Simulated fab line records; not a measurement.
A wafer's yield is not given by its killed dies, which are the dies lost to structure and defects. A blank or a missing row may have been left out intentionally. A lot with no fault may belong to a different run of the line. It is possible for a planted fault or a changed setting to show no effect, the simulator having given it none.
fab line records || flow sky130 || part 2 of 2: steps 29 to 36 of 36
[record] {"lots": 5, "wafers": 15, "lastDay": 50}
route steps=708 shown LDD_HVN@268 LDD_HVP@278 LDD_LDN@289
lots with no fault: from the same line, run without faults
startH: the number of hours between the record's first day and the start of the first shown wafer of the lot || waitH: hours elapsed since this lot's preceding step || " identical to the entry in the row above || L1.1+2: several wafers, shown together as one row || - no value, or no start was given || * or withheld: withheld || < > ~ a bound
route shown NAME@n: NAME is a module with steps in the file, n the number in the route of the first one || usual: average and standard deviation across the fault-free wafers || same: alike in all rows || chamber/n: place in a boat || sites: each site's reading || _std_site: how widely they spread, as a standard deviation || _edge_site: the outer-site mean with the inner-site mean subtracted || radiusMm: for every site, how far away it sits from the centre of the wafer || mask NAME#n: copy n || behind: the tool/chamber that last shaped the wafer || hold: the reason the lot was held/the length of the hold in hours/how it ended || device: transistor that didn't switch, given as n, p or np || end of line: at the end of the route, the tests of the same wafers || for a step that has no rows: nothing shown but its recipe || killed: the dies lost at the first sort to structure and to defects; this is not the yield of the wafer || map: a wafer's dies, x killed, . not, _ none there
set.NAME: the run value of the setting; set.NAME@STEP: its run value at that earlier step || model.NAME: the simulator's own value behind a step, which no gauge read
certain route steps with their lots: each step a table, each wafer a row
services: the hour from which a tool's chamber was out of use, counted from the record's first day as startH (under 0 if before that day), plus the number of hours and why
[[steps]]
[step SKY_LDD_LDN_OVL_MEAS_07]
[usual] {"LDD_LDN_OVL": "1.0/1.2"}
{"lot.wafer": "L074.1", "tool": "overlay-01", "chamber": "-", "startH": 527.40, "waitH": 0.1, "LDD_LDN_OVL[nm]": 1.2}
{"lot.wafer": "L074.4", "tool": "overlay-01", "chamber": "-", "startH": 527.40, "waitH": 0.1, "LDD_LDN_OVL[nm]": 2.1}
{"lot.wafer": "L074.5", "tool": "overlay-01", "chamber": "-", "startH": 527.40, "waitH": 0.1, "LDD_LDN_OVL[nm]": 1.9}
{"lot.wafer": "L084.2", "tool": "overlay-01", "chamber": "-", "startH": 612.20, "waitH": 0.1, "LDD_LDN_OVL[nm]": 0.6}
{"lot.wafer": "L084.3", "tool": "overlay-01", "chamber": "-", "startH": 612.20, "waitH": 0.1, "LDD_LDN_OVL[nm]": 1.1}
{"lot.wafer": "L084.6", "tool": "overlay-01", "chamber": "-", "startH": 612.20, "waitH": 0.1, "LDD_LDN_OVL[nm]": 1.4}
{"lot.wafer": "L087.2", "tool": "overlay-01", "chamber": "-", "startH": 636.60, "waitH": 0.1, "LDD_LDN_OVL[nm]": 3.1}
{"lot.wafer": "L087.3", "tool": "overlay-01", "chamber": "-", "startH": 636.60, "waitH": 0.1, "LDD_LDN_OVL[nm]": 0.9}
{"lot.wafer": "L087.5", "tool": "overlay-01", "chamber": "-", "startH": 636.60, "waitH": 0.1, "LDD_LDN_OVL[nm]": 1.4}
{"lot.wafer": "L089.1", "tool": "overlay-02", "chamber": "-", "startH": 652.94, "waitH": 0.1, "LDD_LDN_OVL[nm]": 0.4}
{"lot.wafer": "L089.3", "tool": "overlay-02", "chamber": "-", "startH": 652.94, "waitH": 0.1, "LDD_LDN_OVL[nm]": -1.0}
{"lot.wafer": "L089.5", "tool": "overlay-02", "chamber": "-", "startH": 652.94, "waitH": 0.1, "LDD_LDN_OVL[nm]": -0.8}
{"lot.wafer": "L096.2", "tool": "overlay-02", "chamber": "-", "startH": 704.53, "waitH": 0.1, "LDD_LDN_OVL[nm]": 1.6}
{"lot.wafer": "L096.5", "tool": "overlay-02", "chamber": "-", "startH": 704.53, "waitH": 0.1, "LDD_LDN_OVL[nm]": 0.7}
{"lot.wafer": "L096.6", "tool": "overlay-02", "chamber": "-", "startH": 704.53, "waitH": 0.1, "LDD_LDN_OVL[nm]": 0.7}
[step SKY_LDD_LDN_IMPLANT_08]
[recipe] {"species": "As", "energyKev": 15, "doseCm2": 1.25e+13, "tiltDeg": "withheld", "rotationDeg": 23}
[usual] {"doseIonsCm2": "1.2499e+13/1.3e+10", "rotationDeg": "22.999/0.023"}
{"lot.wafer": "L074.1", "tool": "implanter-03", "chamber": 0, "startH": 527.43, "waitH": 0.0, "doseIonsCm2": 1.2533e+13, "rotationDeg": 23.039}
{"lot.wafer": "L074.4", "tool": "implanter-03", "chamber": 0, "startH": 527.43, "waitH": 0.0, "doseIonsCm2": 1.2523e+13, "rotationDeg": 23.024}
{"lot.wafer": "L074.5", "tool": "implanter-03", "chamber": 0, "startH": 527.43, "waitH": 0.0, "doseIonsCm2": 1.2509e+13, "rotationDeg": 23.027}
{"lot.wafer": "L084.2", "tool": "implanter-02", "chamber": 0, "startH": 612.26, "waitH": 0.0, "doseIonsCm2": 1.2503e+13, "rotationDeg": 22.985}
{"lot.wafer": "L084.3", "tool": "implanter-02", "chamber": 0, "startH": 612.26, "waitH": 0.0, "doseIonsCm2": 1.2531e+13, "rotationDeg": 23.007}
{"lot.wafer": "L084.6", "tool": "implanter-02", "chamber": 0, "startH": 612.26, "waitH": 0.0, "doseIonsCm2": 1.2523e+13, "rotationDeg": 23.024}
{"lot.wafer": "L087.2", "tool": "implanter-03", "chamber": 0, "startH": 636.66, "waitH": 0.0, "doseIonsCm2": 1.249e+13, "rotationDeg": 23.024}
{"lot.wafer": "L087.3", "tool": "implanter-03", "chamber": 0, "startH": 636.66, "waitH": 0.0, "doseIonsCm2": 1.2512e+13, "rotationDeg": 23.019}
{"lot.wafer": "L087.5", "tool": "implanter-03", "chamber": 0, "startH": 636.66, "waitH": 0.0, "doseIonsCm2": 1.2508e+13, "rotationDeg": 23.003}
{"lot.wafer": "L089.1", "tool": "implanter-02", "chamber": 0, "startH": 652.97, "waitH": 0.0, "doseIonsCm2": 1.2514e+13, "rotationDeg": 23.000}
{"lot.wafer": "L089.3", "tool": "implanter-02", "chamber": 0, "startH": 652.97, "waitH": 0.0, "doseIonsCm2": 1.2519e+13, "rotationDeg": 23.016}
{"lot.wafer": "L089.5", "tool": "implanter-02", "chamber": 0, "startH": 652.97, "waitH": 0.0, "doseIonsCm2": 1.2528e+13, "rotationDeg": 23.043}
{"lot.wafer": "L096.2", "tool": "implanter-03", "chamber": 0, "startH": 704.59, "waitH": 0.0, "doseIonsCm2": 1.2501e+13, "rotationDeg": 22.972}
{"lot.wafer": "L096.5", "tool": "implanter-03", "chamber": 0, "startH": 704.59, "waitH": 0.0, "doseIonsCm2": 1.2498e+13, "rotationDeg": 22.980}
{"lot.wafer": "L096.6", "tool": "implanter-03", "chamber": 0, "startH": 704.59, "waitH": 0.0, "doseIonsCm2": 1.2484e+13, "rotationDeg": 23.016}
[step SKY_LDD_LDN_IMPLANT_09]
[recipe] {"species": "As", "energyKev": 15, "doseCm2": 1.25e+13, "tiltDeg": "withheld", "rotationDeg": 113}
[usual] {"doseIonsCm2": "1.2502e+13/1.3e+10", "rotationDeg": "113.00/0.026"}
{"lot.wafer": "L074.1", "tool": "implanter-03", "chamber": 0, "startH": 527.58, "waitH": 0.1, "doseIonsCm2": 1.2516e+13, "rotationDeg": 113.00}
{"lot.wafer": "L074.4", "tool": "implanter-03", "chamber": 0, "startH": 527.58, "waitH": 0.1, "doseIonsCm2": 1.2507e+13, "rotationDeg": 112.99}
{"lot.wafer": "L074.5", "tool": "implanter-03", "chamber": 0, "startH": 527.58, "waitH": 0.1, "doseIonsCm2": 1.2515e+13, "rotationDeg": 112.99}
{"lot.wafer": "L084.2", "tool": "implanter-02", "chamber": 0, "startH": 612.41, "waitH": 0.1, "doseIonsCm2": 1.251e+13, "rotationDeg": 113.00}
{"lot.wafer": "L084.3", "tool": "implanter-02", "chamber": 0, "startH": 612.41, "waitH": 0.1, "doseIonsCm2": 1.2513e+13, "rotationDeg": 113.03}
{"lot.wafer": "L084.6", "tool": "implanter-02", "chamber": 0, "startH": 612.41, "waitH": 0.1, "doseIonsCm2": 1.2518e+13, "rotationDeg": 112.99}
{"lot.wafer": "L087.2", "tool": "implanter-03", "chamber": 0, "startH": 636.81, "waitH": 0.1, "doseIonsCm2": 1.2502e+13, "rotationDeg": 113.02}
{"lot.wafer": "L087.3", "tool": "implanter-03", "chamber": 0, "startH": 636.81, "waitH": 0.1, "doseIonsCm2": 1.2491e+13, "rotationDeg": 113.01}
{"lot.wafer": "L087.5", "tool": "implanter-03", "chamber": 0, "startH": 636.81, "waitH": 0.1, "doseIonsCm2": 1.2494e+13, "rotationDeg": 113.00}
{"lot.wafer": "L089.1", "tool": "implanter-02", "chamber": 0, "startH": 653.12, "waitH": 0.1, "doseIonsCm2": 1.2507e+13, "rotationDeg": 112.99}
{"lot.wafer": "L089.3", "tool": "implanter-02", "chamber": 0, "startH": 653.12, "waitH": 0.1, "doseIonsCm2": 1.2507e+13, "rotationDeg": 112.98}
{"lot.wafer": "L089.5", "tool": "implanter-02", "chamber": 0, "startH": 653.12, "waitH": 0.1, "doseIonsCm2": 1.2488e+13, "rotationDeg": 112.91}
{"lot.wafer": "L096.2", "tool": "implanter-03", "chamber": 0, "startH": 704.74, "waitH": 0.1, "doseIonsCm2": 1.2498e+13, "rotationDeg": 112.97}
{"lot.wafer": "L096.5", "tool": "implanter-03", "chamber": 0, "startH": 704.74, "waitH": 0.1, "doseIonsCm2": 1.2504e+13, "rotationDeg": 113.02}
{"lot.wafer": "L096.6", "tool": "implanter-03", "chamber": 0, "startH": 704.74, "waitH": 0.1, "doseIonsCm2": 1.2514e+13, "rotationDeg": 113.01}
[step SKY_LDD_LDN_IMPLANT_10]
[recipe] {"species": "As", "energyKev": 15, "doseCm2": 1.25e+13, "tiltDeg": "withheld", "rotationDeg": 203}
[usual] {"doseIonsCm2": "1.2499e+13/1.3e+10", "rotationDeg": "203.00/0.033"}
{"lot.wafer": "L074.1", "tool": "implanter-03", "chamber": 0, "startH": 527.73, "waitH": 0.1, "doseIonsCm2": 1.2492e+13, "rotationDeg": 202.97}
{"lot.wafer": "L074.4", "tool": "implanter-03", "chamber": 0, "startH": 527.73, "waitH": 0.1, "doseIonsCm2": 1.2497e+13, "rotationDeg": 203.03}
{"lot.wafer": "L074.5", "tool": "implanter-03", "chamber": 0, "startH": 527.73, "waitH": 0.1, "doseIonsCm2": 1.2514e+13, "rotationDeg": 202.97}
{"lot.wafer": "L084.2", "tool": "implanter-02", "chamber": 0, "startH": 612.56, "waitH": 0.1, "doseIonsCm2": 1.2495e+13, "rotationDeg": 202.98}
{"lot.wafer": "L084.3", "tool": "implanter-02", "chamber": 0, "startH": 612.56, "waitH": 0.1, "doseIonsCm2": 1.2496e+13, "rotationDeg": 203.02}
{"lot.wafer": "L084.6", "tool": "implanter-02", "chamber": 0, "startH": 612.56, "waitH": 0.1, "doseIonsCm2": 1.2489e+13, "rotationDeg": 202.99}
{"lot.wafer": "L087.2", "tool": "implanter-03", "chamber": 0, "startH": 636.96, "waitH": 0.1, "doseIonsCm2": 1.2475e+13, "rotationDeg": 202.97}
{"lot.wafer": "L087.3", "tool": "implanter-03", "chamber": 0, "startH": 636.96, "waitH": 0.1, "doseIonsCm2": 1.2487e+13, "rotationDeg": 203.02}
{"lot.wafer": "L087.5", "tool": "implanter-03", "chamber": 0, "startH": 636.96, "waitH": 0.1, "doseIonsCm2": 1.249e+13, "rotationDeg": 202.98}
{"lot.wafer": "L089.1", "tool": "implanter-02", "chamber": 0, "startH": 653.27, "waitH": 0.1, "doseIonsCm2": 1.2492e+13, "rotationDeg": 202.96}
{"lot.wafer": "L089.3", "tool": "implanter-02", "chamber": 0, "startH": 653.27, "waitH": 0.1, "doseIonsCm2": 1.2473e+13, "rotationDeg": 203.05}
{"lot.wafer": "L089.5", "tool": "implanter-02", "chamber": 0, "startH": 653.27, "waitH": 0.1, "doseIonsCm2": 1.2488e+13, "rotationDeg": 203.01}
{"lot.wafer": "L096.2", "tool": "implanter-03", "chamber": 0, "startH": 704.89, "waitH": 0.1, "doseIonsCm2": 1.2492e+13, "rotationDeg": 203.00}
{"lot.wafer": "L096.5", "tool": "implanter-03", "chamber": 0, "startH": 704.89, "waitH": 0.1, "doseIonsCm2": 1.2496e+13, "rotationDeg": 203.01}
{"lot.wafer": "L096.6", "tool": "implanter-03", "chamber": 0, "startH": 704.89, "waitH": 0.1, "doseIonsCm2": 1.2498e+13, "rotationDeg": 203.00}
[step SKY_LDD_LDN_IMPLANT_11]
[recipe] {"species": "As", "energyKev": 15, "doseCm2": 1.25e+13, "tiltDeg": "withheld", "rotationDeg": 293}
[usual] {"doseIonsCm2": "1.2497e+13/1.3e+10", "rotationDeg": "293.00/0.046"}
{"lot.wafer": "L074.1", "tool": "implanter-03", "chamber": 0, "startH": 527.88, "waitH": 0.1, "doseIonsCm2": 1.2515e+13, "rotationDeg": 292.96}
{"lot.wafer": "L074.4", "tool": "implanter-03", "chamber": 0, "startH": 527.88, "waitH": 0.1, "doseIonsCm2": 1.2519e+13, "rotationDeg": 293.01}
{"lot.wafer": "L074.5", "tool": "implanter-03", "chamber": 0, "startH": 527.88, "waitH": 0.1, "doseIonsCm2": 1.2502e+13, "rotationDeg": 292.99}
{"lot.wafer": "L084.2", "tool": "implanter-02", "chamber": 0, "startH": 612.71, "waitH": 0.1, "doseIonsCm2": 1.2477e+13, "rotationDeg": 293.04}
{"lot.wafer": "L084.3", "tool": "implanter-02", "chamber": 0, "startH": 612.71, "waitH": 0.1, "doseIonsCm2": 1.2504e+13, "rotationDeg": 293.01}
{"lot.wafer": "L084.6", "tool": "implanter-02", "chamber": 0, "startH": 612.71, "waitH": 0.1, "doseIonsCm2": 1.2509e+13, "rotationDeg": 293.00}
{"lot.wafer": "L087.2", "tool": "implanter-03", "chamber": 0, "startH": 637.11, "waitH": 0.1, "doseIonsCm2": 1.25e+13, "rotationDeg": 292.91}
{"lot.wafer": "L087.3", "tool": "implanter-03", "chamber": 0, "startH": 637.11, "waitH": 0.1, "doseIonsCm2": 1.2499e+13, "rotationDeg": 293.00}
{"lot.wafer": "L087.5", "tool": "implanter-03", "chamber": 0, "startH": 637.11, "waitH": 0.1, "doseIonsCm2": 1.2485e+13, "rotationDeg": 292.99}
{"lot.wafer": "L089.1", "tool": "implanter-02", "chamber": 0, "startH": 653.42, "waitH": 0.1, "doseIonsCm2": 1.2525e+13, "rotationDeg": 292.97}
{"lot.wafer": "L089.3", "tool": "implanter-02", "chamber": 0, "startH": 653.42, "waitH": 0.1, "doseIonsCm2": 1.2514e+13, "rotationDeg": 293.02}
{"lot.wafer": "L089.5", "tool": "implanter-02", "chamber": 0, "startH": 653.42, "waitH": 0.1, "doseIonsCm2": 1.2492e+13, "rotationDeg": 292.96}
{"lot.wafer": "L096.2", "tool": "implanter-03", "chamber": 0, "startH": 705.04, "waitH": 0.1, "doseIonsCm2": 1.25e+13, "rotationDeg": 293.03}
{"lot.wafer": "L096.5", "tool": "implanter-03", "chamber": 0, "startH": 705.04, "waitH": 0.1, "doseIonsCm2": 1.2515e+13, "rotationDeg": 293.03}
{"lot.wafer": "L096.6", "tool": "implanter-03", "chamber": 0, "startH": 705.04, "waitH": 0.1, "doseIonsCm2": 1.25e+13, "rotationDeg": 292.94}
[step SKY_LDD_LDN_STRIP_12]
[recipe] {"chemistry": "O2/N2", "powerW": 1400, "pressureMtorr": 1500, "platenTempC": "withheld", "o2FlowSccm": 3000, "n2FlowSccm": 300, "overashFraction": 0.5}
[usual] {"drypumpMotorCurrentA": "5.9/0.45", "oesProductAu": "0.716/0.0049", "stripTimeToEndpointS": "14.19/0.047"}
{"lot.wafer": "L074.1", "tool": "plasmaAsher-04", "chamber": 0, "startH": 528.03, "waitH": 0.1, "drypumpMotorCurrentA": 5.9, "oesProductAu": 0.716, "rfHoursCounterH": 86, "stripTimeToEndpointS": 14.20}
{"lot.wafer": "L074.4", "tool": "plasmaAsher-04", "chamber": 1, "startH": 528.03, "waitH": 0.1, "drypumpMotorCurrentA": 6.2, "oesProductAu": 0.712, "rfHoursCounterH": "-", "stripTimeToEndpointS": 14.21}
{"lot.wafer": "L074.5", "tool": "plasmaAsher-04", "chamber": 0, "startH": 528.03, "waitH": 0.1, "drypumpMotorCurrentA": 5.9, "oesProductAu": 0.717, "rfHoursCounterH": "-", "stripTimeToEndpointS": 14.23}
{"lot.wafer": "L084.2", "tool": "plasmaAsher-03", "chamber": 0, "startH": 612.83, "waitH": 0.1, "drypumpMotorCurrentA": 6.7, "oesProductAu": 0.716, "rfHoursCounterH": 78, "stripTimeToEndpointS": 14.12}
{"lot.wafer": "L084.3", "tool": "plasmaAsher-03", "chamber": 1, "startH": 612.83, "waitH": 0.1, "drypumpMotorCurrentA": 5.6, "oesProductAu": 0.719, "rfHoursCounterH": "-", "stripTimeToEndpointS": 14.12}
{"lot.wafer": "L084.6", "tool": "plasmaAsher-03", "chamber": 0, "startH": 612.83, "waitH": 0.1, "drypumpMotorCurrentA": 6.7, "oesProductAu": 0.715, "rfHoursCounterH": "-", "stripTimeToEndpointS": 14.09}
{"lot.wafer": "L087.2", "tool": "plasmaAsher-03", "chamber": 0, "startH": 637.23, "waitH": 0.1, "drypumpMotorCurrentA": 6.7, "oesProductAu": 0.717, "rfHoursCounterH": 80, "stripTimeToEndpointS": 14.20}
{"lot.wafer": "L087.3", "tool": "plasmaAsher-03", "chamber": 1, "startH": 637.23, "waitH": 0.1, "drypumpMotorCurrentA": 5.5, "oesProductAu": 0.715, "rfHoursCounterH": "-", "stripTimeToEndpointS": 14.24}
{"lot.wafer": "L087.5", "tool": "plasmaAsher-03", "chamber": 1, "startH": 637.23, "waitH": 0.1, "drypumpMotorCurrentA": 5.6, "oesProductAu": 0.721, "rfHoursCounterH": "-", "stripTimeToEndpointS": 14.23}
{"lot.wafer": "L089.1", "tool": "plasmaAsher-01", "chamber": 0, "startH": 653.57, "waitH": 0.1, "drypumpMotorCurrentA": 5.2, "oesProductAu": 0.716, "rfHoursCounterH": 21, "stripTimeToEndpointS": 14.20}
{"lot.wafer": "L089.3", "tool": "plasmaAsher-01", "chamber": 0, "startH": 653.57, "waitH": 0.1, "drypumpMotorCurrentA": 5.2, "oesProductAu": 0.723, "rfHoursCounterH": "-", "stripTimeToEndpointS": 14.16}
{"lot.wafer": "L089.5", "tool": "plasmaAsher-01", "chamber": 1, "startH": 653.57, "waitH": 0.1, "drypumpMotorCurrentA": 5.6, "oesProductAu": 0.712, "rfHoursCounterH": "-", "stripTimeToEndpointS": 14.20}
{"lot.wafer": "L096.2", "tool": "plasmaAsher-04", "chamber": 0, "startH": 705.16, "waitH": 0.1, "drypumpMotorCurrentA": 5.9, "oesProductAu": 0.723, "rfHoursCounterH": 105, "stripTimeToEndpointS": 14.25}
{"lot.wafer": "L096.5", "tool": "plasmaAsher-04", "chamber": 1, "startH": 705.16, "waitH": 0.1, "drypumpMotorCurrentA": 6.2, "oesProductAu": 0.723, "rfHoursCounterH": "-", "stripTimeToEndpointS": 14.27}
{"lot.wafer": "L096.6", "tool": "plasmaAsher-04", "chamber": 0, "startH": 705.16, "waitH": 0.1, "drypumpMotorCurrentA": 5.9, "oesProductAu": 0.709, "rfHoursCounterH": "-", "stripTimeToEndpointS": 14.27}
[step SKY_LDD_LDN_TW_MEAS_13]
[usual] {"LDD_LDN_TW": "1479/8.4"}
{"lot.wafer": "L074.1", "tool": "filmMetro-03", "chamber": "-", "startH": 528.13, "waitH": 0.1, "LDD_LDN_TW": 1465}
{"lot.wafer": "L074.4", "tool": "filmMetro-03", "chamber": "-", "startH": 528.13, "waitH": 0.1, "LDD_LDN_TW": 1470}
{"lot.wafer": "L074.5", "tool": "filmMetro-03", "chamber": "-", "startH": 528.13, "waitH": 0.1, "LDD_LDN_TW": 1479}
{"lot.wafer": "L084.2", "tool": "filmMetro-04", "chamber": "-", "startH": 612.94, "waitH": 0.1, "LDD_LDN_TW": 1482}
{"lot.wafer": "L084.3", "tool": "filmMetro-04", "chamber": "-", "startH": 612.94, "waitH": 0.1, "LDD_LDN_TW": 1474}
{"lot.wafer": "L084.6", "tool": "filmMetro-04", "chamber": "-", "startH": 612.94, "waitH": 0.1, "LDD_LDN_TW": 1471}
{"lot.wafer": "L087.2", "tool": "filmMetro-04", "chamber": "-", "startH": 637.34, "waitH": 0.1, "LDD_LDN_TW": 1481}
{"lot.wafer": "L087.3", "tool": "filmMetro-04", "chamber": "-", "startH": 637.34, "waitH": 0.1, "LDD_LDN_TW": 1484}
{"lot.wafer": "L087.5", "tool": "filmMetro-04", "chamber": "-", "startH": 637.34, "waitH": 0.1, "LDD_LDN_TW": 1481}
{"lot.wafer": "L089.1", "tool": "filmMetro-04", "chamber": "-", "startH": 653.67, "waitH": 0.1, "LDD_LDN_TW": 1483}
{"lot.wafer": "L089.3", "tool": "filmMetro-04", "chamber": "-", "startH": 653.67, "waitH": 0.1, "LDD_LDN_TW": 1488}
{"lot.wafer": "L089.5", "tool": "filmMetro-04", "chamber": "-", "startH": 653.67, "waitH": 0.1, "LDD_LDN_TW": 1485}
{"lot.wafer": "L096.2", "tool": "filmMetro-02", "chamber": "-", "startH": 705.27, "waitH": 0.1, "LDD_LDN_TW": 1470}
{"lot.wafer": "L096.5", "tool": "filmMetro-02", "chamber": "-", "startH": 705.27, "waitH": 0.1, "LDD_LDN_TW": 1482}
{"lot.wafer": "L096.6", "tool": "filmMetro-02", "chamber": "-", "startH": 705.27, "waitH": 0.1, "LDD_LDN_TW": 1480}
[step SKY_LDD_LDN_CLEAN_14]
[recipe] {"chemistry": "SC1/SC2", "mix": "1:4:20", "tempC": 70, "timeS": 150, "dry": "n2Spin"}
{"lot.wafer": "L074.1+4+5", "tool": "wetBench-03", "chamber": 0, "startH": 528.19, "waitH": 0.1}
{"lot.wafer": "L084.2+3+6", "tool": "wetBench-01", "chamber": 2, "startH": 612.99, "waitH": 0.0}
{"lot.wafer": "L087.2+3+5", "tool": "wetBench-03", "chamber": 3, "startH": 637.39, "waitH": 0.0}
{"lot.wafer": "L089.1+3+5", "tool": "wetBench-04", "chamber": 1, "startH": 653.73, "waitH": 0.1}
{"lot.wafer": "L096.2+5+6", "tool": "wetBench-04", "chamber": 0, "startH": 705.32, "waitH": 0.0}
[[services]]
{"tool": "implanter-03", "chamber": "-", "startH": 459.02, "hours": 6.3, "kind": "repair"}
{"tool": "plasmaAsher-04", "chamber": "-", "startH": 459.88, "hours": 1.3, "kind": "repair"}
{"tool": "implanter-03", "chamber": "-", "startH": 488.87, "hours": 6.2, "kind": "repair"}
{"tool": "implanter-04", "chamber": "-", "startH": 495.68, "hours": 4.4, "kind": "pm"}
{"tool": "implanter-04", "chamber": "-", "startH": 512.76, "hours": 3.7, "kind": "pm"}
{"tool": "plasmaAsher-04", "chamber": "-", "startH": 512.98, "hours": 0.6, "kind": "repair"}
{"tool": "implanter-01", "chamber": "-", "startH": 518.52, "hours": 4.4, "kind": "pm"}
{"tool": "plasmaAsher-02", "chamber": "-", "startH": 523.35, "hours": 11.1, "kind": "repair"}
{"tool": "implanter-03", "chamber": "-", "startH": 532.85, "hours": 2.6, "kind": "repair"}
{"tool": "implanter-02", "chamber": "-", "startH": 533.45, "hours": 1.0, "kind": "repair"}
{"tool": "ilineStepper-01", "chamber": "-", "startH": 547.98, "hours": 1.7, "kind": "pm"}
{"tool": "ilineStepper-02", "chamber": "-", "startH": 565.90, "hours": 0.6, "kind": "repair"}
{"tool": "plasmaAsher-03", "chamber": "-", "startH": 569.07, "hours": 1.4, "kind": "repair"}
{"tool": "plasmaAsher-02", "chamber": "-", "startH": 578.45, "hours": 1.5, "kind": "repair"}
{"tool": "wetBench-03", "chamber": "-", "startH": 602.80, "hours": 4.0, "kind": "repair"}
{"tool": "plasmaAsher-03", "chamber": "-", "startH": 625.50, "hours": 5.5, "kind": "repair"}
{"tool": "implanter-03", "chamber": "-", "startH": 627.89, "hours": 1.0, "kind": "repair"}
{"tool": "implanter-03", "chamber": "-", "startH": 628.92, "hours": 1.8, "kind": "pm"}
{"tool": "implanter-03", "chamber": "-", "startH": 630.73, "hours": 3.9, "kind": "pm"}
{"tool": "plasmaAsher-03", "chamber": "-", "startH": 630.99, "hours": 2.8, "kind": "pm"}
{"tool": "ilineStepper-02", "chamber": "-", "startH": 639.11, "hours": 1.7, "kind": "pm"}
{"tool": "implanter-02", "chamber": "-", "startH": 659.48, "hours": 1.5, "kind": "repair"}
{"tool": "implanter-02", "chamber": "-", "startH": 670.73, "hours": 3.1, "kind": "repair"}
{"tool": "implanter-03", "chamber": "-", "startH": 695.39, "hours": 1.6, "kind": "repair"}
